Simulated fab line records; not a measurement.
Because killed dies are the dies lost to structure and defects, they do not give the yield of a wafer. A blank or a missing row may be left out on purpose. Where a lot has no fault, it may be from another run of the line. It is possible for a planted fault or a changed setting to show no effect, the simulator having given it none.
Struck lot and sound lot, side by side / flow gf180mcu / 20 out of 602 route steps
Sound: the wafers L955.2, L955.5, L955.6. Struck: wafer L971.6 (left out: L971.4, a lot-mate that was not struck); the cause follows at the end.
At each step with rows: each side's tool, then ch and its chambers, then its first start. Under that, the readings that differ: sound wafers / struck wafers / difference of the means / sigmas: that difference in standard deviations of wafers without a fault.
alike: a reading whose means differ by less than 2 such deviations, as well as words and numbers matching on both sides. not compared: withheld readings; readings where some wafer has no value; bounds like >300 that might hide an equal value; numbers whose values overlap and for which the record gives no deviation.
Wherever a step has rows on one side only, a row that says differs or no value, or a row with sigmas, the two part there. When numbers do not overlap yet have no deviation, they are printed without sigmas and do not part them. A reading missing from all wafers of one side parts the sides only when that side holds two or more wafers.

first, 4 steps without rows for these wafers: GF_MIM_SOFTBAKE_15 (time 60 s); GF_MIM_EXPOSE_16 (exposes mask FuseTop, target cd 2000 nm); GF_MIM_PEB_17; GF_MIM_DEVELOP_18 (develop time 60 s).
GF_MIM_METAL_ETCH_19: etches the open film in Cl2/BCl3, stops on Si3N4, target depth 324.5 nm, time 54.1 s.
  sound on rieMetal-02 ch 1, day 25 20:32; struck on rieMetal-02 ch 1, day 30 22:03
  alike: drypumpMotorCurrentA, oesProductAu, throttleValvePct
  not compared: rfHoursCounterH
GF_MIM_STRIP_20: strips in O2/N2.
  sound on plasmaAsher-02 ch 0,1, day 25 20:39; struck on plasmaAsher-04 ch 1, day 30 22:08
  alike: drypumpMotorCurrentA, heaterPowerW, oesProductAu, stripTimeToEndpointS
  not compared: rfHoursCounterH
then, 6 steps without rows for these wafers: GF_MIM_STRIP_21 (strips in post etch residue remover, time 1200 s); GF_MIM_CLEAN_22 (cleans in DIW); GF_M5_DEHYDRATE_00 (time 60 s); GF_M5_HMDS_01 (prime time 60 s); GF_M5_COAT_02 (resist thk 1000 nm); GF_M5_SOFTBAKE_03 (time 60 s).
GF_M5_EXPOSE_04: exposes mask Metal5, target cd 280 nm.
  sound on krfScanner-01 ch 0, day 26 07:21; struck on krfScanner-01 ch 0, day 31 07:17
  alike: mask, exposureDoseMJCm2
then, 2 steps without rows for these wafers: GF_M5_PEB_05 (peb time 90 s); GF_M5_DEVELOP_06 (develop time 60 s).
GF_M5_CD_MEAS_07: target cd 280 nm.
  sound on cdSem-01 at day 26 17:47; struck on cdSem-01 at day 31 16:27
reading=cdNm (nm); sound=279.6 278.8 278.7; struck=198.2; difference=-80.8; sigmas=-82
  not compared: hold
GF_M5_OVL_MEAS_08:
  sound on overlay-01 at day 26 17:53; struck on overlay-01 at day 31 20:32
reading=hold; sound=- - -; struck=awaitDispo/4.0h/release; difference=no value on the sound wafers; sigmas=
  alike: M5_OVL
GF_M5_ETCH_09: etches Si3N4 in CF4/O2, target depth 52 nm, time 11.6 s.
  sound on rieDiel-04 ch 0,3, day 26 17:55; struck on rieDiel-02 ch 2, day 31 20:33
reading=drypumpMotorCurrentA (A); sound=6.1 6.3 6.1; struck=5.2; difference=-1.0; sigmas=-2
reading=model.M5.cdNm (nm); sound=279.9 278.6 279.2; struck=197.8; difference=-81.4; sigmas=
  alike: oesProductAu, throttleValvePct
  not compared: rfHoursCounterH
GF_M5_METAL_ETCH_10: etches the open film in Cl2/BCl3, stops on SiO2, target depth 627.5 nm, time 104.6 s.
  sound on rieMetal-02 ch 0,1, day 26 17:56; struck on rieMetal-01 ch 0, day 31 20:37
reading=model.M5.cdNm (nm); sound=283.1 279.7 279.5; struck=200.3; difference=-80.5; sigmas=
  alike: drypumpMotorCurrentA, oesProductAu, throttleValvePct
  not compared: rfHoursCounterH
GF_M5_STRIP_11: strips in O2/N2.
  sound on plasmaAsher-04 ch 0,1, day 26 18:03; struck on plasmaAsher-04 ch 1, day 31 20:52
  alike: drypumpMotorCurrentA, heaterPowerW, oesProductAu, stripTimeToEndpointS
  not compared: rfHoursCounterH

== WHERE THEY PART ==
Last at GF_M5_ETCH_09 as far as this record goes, first at GF_M5_CD_MEAS_07. Later steps at which nothing parts them and some readings are alike: GF_M5_METAL_ETCH_10, GF_M5_STRIP_11.

WHY: what had been put in by the simulator
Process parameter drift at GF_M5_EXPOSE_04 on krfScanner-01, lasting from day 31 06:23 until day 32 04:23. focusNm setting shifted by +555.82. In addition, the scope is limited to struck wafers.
